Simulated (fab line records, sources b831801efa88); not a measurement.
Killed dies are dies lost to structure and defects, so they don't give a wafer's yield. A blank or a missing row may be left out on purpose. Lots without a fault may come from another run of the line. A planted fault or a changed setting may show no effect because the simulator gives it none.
A struck lot beside a sound one | flow sky130 | 14 steps out of a route of 708
Sound: wafers L505.1, L505.2, L505.6. Struck: wafers L508.3, L508.5, L508.6. The cause comes at the end.
At each step with rows: each side's tool, then ch and its chambers, then its first start. Under that, the readings that differ: sound wafers | struck wafers | difference of the means | sigmas: that difference in standard deviations of wafers without a fault.
alike: readings whose means differ by less than 2 such deviations, and words and numbers that are the same on both sides. not compared: withheld readings, readings that some wafer has no value for, bounds like >300 that may hide the same value, and numbers for which the record gives no deviation and whose values overlap.
The two part at a step that has a row with sigmas, a row that says differs or no value, or rows on one side only. Numbers that don't overlap but have no deviation are shown without sigmas and don't part them. A reading that every wafer of one side lacks parts them only if that side has two wafers or more.

first, 4 steps without rows for these wafers: SKY_METAL1_STRIP_21 (strips in post etch residue remover, time 1200 s); SKY_METAL1_CLEAN_22 (cleans in IPA, time 180 s); SKY_METAL1_CLEAN_23 (cleans in O3/DIW); SKY_VIA1_HDPCVD_00 (deposits SiO2, target thk 1030 nm, time 171.7 s).
SKY_VIA1_THK_MEAS_01:
  sound on film_metro-04, day 35 02:03; struck on film_metro-03, day 36 08:26
  alike: VIA1_HDPCVD_THK
SKY_VIA1_CMP_02: polishes SiO2.
  sound on cmp-02 ch 0,1,2, day 35 02:13; struck on cmp-01 ch 0,2,3, day 36 08:37
  alike: motor_current_A
SKY_VIA1_BOW_MEAS_03:
  sound on film_metro-03, day 35 02:25; struck on film_metro-04, day 36 08:49
  alike: VIA1_BOW
then, 5 steps without rows for these wafers: SKY_VIA1_DEHYDRATE_04 (time 60 s); SKY_VIA1_HMDS_05 (prime time 60 s); SKY_VIA1_COAT_06 (resist thk 60 nm); SKY_VIA1_COAT_07 (resist thk 457.1 nm); SKY_VIA1_SOFTBAKE_08 (time 90 s).
SKY_VIA1_EXPOSE_09: exposes mask VIM, target cd 150 nm.
  sound on krf_scanner-02 ch 0, day 35 16:17; struck on krf_scanner-02, day 36 22:07
  no value came back on the struck wafers for exposure_dose_mJ_cm2, focus_offset_nm (nm), sigma_inner; on the sound wafers exposure_dose_mJ_cm2 reads 38.06 38.06 38.02
  alike: mask
then, 1 step without rows for these wafers: SKY_VIA1_PEB_10.

WHERE THEY PART
Only at SKY_VIA1_EXPOSE_09, within this record.

WHY: what the simulator had put in
Skipped step whole: krf_scanner-02, from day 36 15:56 on, at SKY_VIA1_EXPOSE_09. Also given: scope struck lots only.
